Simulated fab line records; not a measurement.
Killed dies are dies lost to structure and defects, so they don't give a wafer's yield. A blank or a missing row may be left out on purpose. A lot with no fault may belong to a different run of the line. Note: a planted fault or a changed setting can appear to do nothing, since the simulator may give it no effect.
Comparing a struck lot with a sound one / flow sky130 / 14 steps out of a route of 708
Sound: these wafers, L355.1, L355.2, L355.6. The struck wafers were L363.2, L363.3, L363.4. The cause comes at the end.
Per side, at each step with rows, come the tool, then ch with its chambers, and then its first start. Under that, the readings that differ: sound wafers / struck wafers / difference of the means / sigmas: that difference in standard deviations of wafers without a fault.
alike: same words and numbers on both sides, and readings whose means sit less than 2 such deviations apart. not compared: any withheld reading, any reading some wafer has no value for, any bound like >300 that may hide the same value, and any number with overlapping values for which the record gives no deviation.
A row with sigmas, a row that says differs or no value, or rows on one side alone: a step with any of these is where the two part. Non-overlapping numbers with no deviation appear without sigmas and do not part them. A reading that every wafer of one side lacks parts them only if that side has two wafers or more.

SKY_RES_XHIGH_TW_MEAS_09:
  sound on film metro-03 at day 28 12:52; struck on film metro-03 at day 30 19:54
  alike: RES_XHIGH_TW
then, 7 steps without rows for these wafers: SKY_SD_N_DEHYDRATE_00 (time 60 s); SKY_SD_N_HMDS_01 (prime time 60 s); SKY_SD_N_COAT_02 (resist thk 1140 nm); SKY_SD_N_SOFTBAKE_03 (time 60 s); SKY_SD_N_EXPOSE_04 (exposes mask NSDM, target cd 380 nm); SKY_SD_N_PEB_05; SKY_SD_N_DEVELOP_06 (develop time 60 s).
SKY_SD_N_CD_MEAS_07: the cd target is 380 nm.
  sound on cd sem-02 at day 29 16:35; struck on cd sem-02 at day 31 22:50
  alike: cd nm
SKY_SD_N_OVL_MEAS_08:
  sound on overlay-01 at day 29 16:42; struck on overlay-02 at day 31 22:56
  alike: SD_N_OVL
then, 2 steps without rows for these wafers: SKY_SD_N_IMPLANT_09; SKY_SD_N_IMPLANT_10.
SKY_SD_N_STRIP_11: strips in O2/N2.
  sound on plasma asher-02 ch 0,1, day 29 17:02; struck on plasma asher-04 ch 0,1, day 31 23:16
  no value came back on the struck wafers for chamber pressure mTorr (mTorr), drypump motor current A (A), oes product au (a.u.), strip time to endpoint s (s); on the sound wafers chamber pressure mTorr (mTorr) reads 1501.6 1500.1 1497.9
reading=model.NOVOLAK_of_SD_N_COAT_02.thk nm (nm); sound=0 0 0; struck=1142 1144 1144; difference=+1143; sigmas=
  not compared: rf hours counter h
SKY_SD_N_TW_MEAS_12:
  sound on film metro-03 at day 29 17:08; struck on film metro-02 at day 31 23:23
reading=SD_N_TW; sound=3943 3938 3929; struck=4004 4014 3997; difference=+68; sigmas=+2

## WHERE THEY PART
At SKY_SD_N_STRIP_11 first; at SKY_SD_N_TW_MEAS_12 last (within this record only).

WHY: what had been put in by the simulator
Entire step skipped (plasma asher-04, SKY_SD_N_STRIP_11), from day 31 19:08 onward. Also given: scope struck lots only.
